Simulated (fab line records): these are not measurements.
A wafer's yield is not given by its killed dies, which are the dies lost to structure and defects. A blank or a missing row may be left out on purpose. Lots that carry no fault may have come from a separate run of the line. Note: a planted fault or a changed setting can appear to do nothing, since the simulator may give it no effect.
What tool caused it? + flow sky130 + 12 lots, 36 wafers sampled, at 1 step of a route of 708

WHAT THE GAUGES SHOWED, per wafer
SKY_CONTACT_BOW_MEAS_05.
| lot  | measured     | on           | CONTACT_BOW (um) |
|------|--------------|--------------|------------------|
| L075 | day 30 01:10 | filmMetro-02 | 89 75 75         |
| L077 | day 31 18:17 | filmMetro-03 | 71 72 85         |
| L079 | day 33 04:47 | filmMetro-03 | 82 102 88        |
| L082 | day 33 19:15 | filmMetro-04 | 86 71 94         |
| L083 | day 33 23:23 | filmMetro-03 | 85 82 83         |
| L085 | day 34 00:33 | filmMetro-02 | 77 86 78         |
| L086 | day 35 05:20 | filmMetro-04 | 76 82 92         |
| L088 | day 36 05:46 | filmMetro-02 | 82 92 78         |
| L092 | day 36 16:24 | filmMetro-02 | 92 82 84         |
| L093 | day 37 01:09 | filmMetro-04 | 77 89 83         |
| L096 | day 37 11:30 | filmMetro-02 | 73 84 65         |
| L097 | day 37 20:47 | filmMetro-02 | 68 76 78         |

TOOL THAT RAN EACH LOT (tool first, then ch and the chambers of the sampled wafers, then the start)
The record shows no process step preceding these readings.

THE ANSWER, worked out from the rows above alone
Rule: usual is defined by the lots themselves. The widest of any qualifying gaps counts: lots, ordered by their means at a reading, are off when they make up no more than a third of the lots, leave a main group of 4 or more, and stand apart from it by 3 or more times the standard deviation of that group's means. A main group is skipped when, at the precision printed for the reading in the tables above, its means are all equal. A lot without any number at a reading at which 4 lots or more have one is off too. All remaining lots with rows at the step are treated as sound.
None of the lots is off at any reading shown; this tells nothing.

WHAT WAS PUT IN BY THE SIMULATOR
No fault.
